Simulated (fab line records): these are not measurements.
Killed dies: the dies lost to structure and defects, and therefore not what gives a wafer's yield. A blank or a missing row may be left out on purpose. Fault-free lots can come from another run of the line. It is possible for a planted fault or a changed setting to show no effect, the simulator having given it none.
Chamber matching -- flow sfq line -- SFQ_TRILAYER_I0_VIA_BARC_OPEN_VIA_ETCH_046 on rie diel-01: 4 sister chambers
The step etches BARC in O2, target depth 125 nm, time 41.7 s. 14 wafers are shown with their chamber, then 7 later ones without.

EACH WAFER AND ITS CHAMBER
wafer,chamber,drypump motor current A (A),oes product au (a.u.),bias w (W)
L558.1,0,6.3,0.683,80.25
L558.2,1,6.1,0.686,80.07
L558.3,2,5.9,0.692,80.15
L560.1,1,6.1,0.684,79.97
L560.2,2,5.9,0.686,80.15
L560.6,3,6.1,0.687,80.13
L561.1,1,6.1,0.690,80.20
L561.3,3,6.1,0.685,80.30
L561.4,2,5.9,0.685,79.75
L563.2,1,6.1,0.683,80.27
L563.4,0,6.3,0.684,79.92
L563.5,3,6.1,0.679,80.03
L569.3,1,6.0,0.680,79.51
L569.4,1,6.1,0.681,79.91

SIGNATURES (means of the wafers above)
reading,chamber 0,chamber 1,chamber 2,chamber 3,scatter within a chamber
drypump motor current A,6.300,6.083,5.900,6.100,0.0289
oes product au,0.68350,0.68400,0.68767,0.68367,0.0036
bias w,80.0850,79.9883,80.0167,80.1533,0.238
Rule: a wafer lies at a distance from a chamber equal to the root of the sum of squares, over the readings, of (its reading less the chamber's mean, divided by the reading's scatter). The wafer belongs to the nearest chamber; if the next one is less than 2 further off, it can't be placed. The scatter: the root of (the sum of the squares of (reading less its chamber's mean) over the shown wafers, divided by (wafers less chambers)).

WAFERS WITH NO CHAMBER GIVEN
wafer,drypump motor current A (A),oes product au (a.u.),bias w (W)
L569.6,6.1,0.690,79.90
L575.3,6.1,0.682,80.52
L575.5,5.9,0.689,79.67
L575.6,6.1,0.681,80.29
L578.2,5.9,0.687,80.02
L578.3,6.1,0.677,80.04
L578.5,5.9,0.684,80.05

CHAMBER TAKEN BY EACH
wafer,from the rows above,in truth
L569.6,can't be placed: 1 or 3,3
L575.3,can't be placed: 3 or 1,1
L575.5,2,2
L575.6,can't be placed: 3 or 1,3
L578.2,2,2
L578.3,can't be placed: 3 or 1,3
L578.5,2,2
Correct placement for 3 of the 7. Not placeable from these rows: 4 (in 4, the candidates include the true chamber). Number placed wrongly: 0.
